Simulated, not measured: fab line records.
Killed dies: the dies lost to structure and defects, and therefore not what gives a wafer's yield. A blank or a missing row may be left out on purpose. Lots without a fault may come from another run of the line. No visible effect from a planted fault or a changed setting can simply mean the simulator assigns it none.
Chamber matching	flow gf180mcu	GF_PASSIVATION_CVD_00 on pecvd-02: 3 sister chambers
The step deposits SiO2 from TEOS, target thk 1000 nm, time 111.95 s. 6 wafers are shown with their chamber, then 8 later ones without.

== WAFERS WITH THEIR CHAMBER ==
wafer	chamber	heater_power_w (W)
L077.4	2	891
L080.5	0	538
L081.3	1	622
L081.4	1	710
L081.5	2	883
L088.1	0	651

== WAFERS MISSING THEIR CHAMBER ==
wafer	heater_power_w (W)
L088.2	786
L088.5	633
L091.2	658
L091.3	671
L091.6	725
L095.2	717
L095.4	660
L095.6	888

== CHAMBER TAKEN BY EACH ==
wafer	from the rows above	in truth
L088.2	can't be placed: 2 or 1 or 0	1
L088.5	can't be placed: 1 or 0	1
L091.2	can't be placed: 1 or 0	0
L091.3	can't be placed: 1 or 0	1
L091.6	can't be placed: 1 or 0 or 2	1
L095.2	can't be placed: 1 or 0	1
L095.4	can't be placed: 1 or 0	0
L095.6	2	2
1 of 8 placed correctly. From these rows, 7 cannot be placed; in 7 the true chamber is one of the candidates. Wrongly placed: 0.
How it was worked out, from the rows above alone: a wafer's distance from a chamber is the root of the sum, over the readings, of the square of ((its reading less the chamber's mean) divided by the reading's scatter). The wafer belongs to the nearest chamber; if the next one is less than 2 further off, it can't be placed. For every chamber, the mean is computed from those of its wafers that are shown. The scatter: take each reading less its chamber's mean, square it, sum over the shown wafers, divide by the number of wafers less the number of chambers, and take the root.
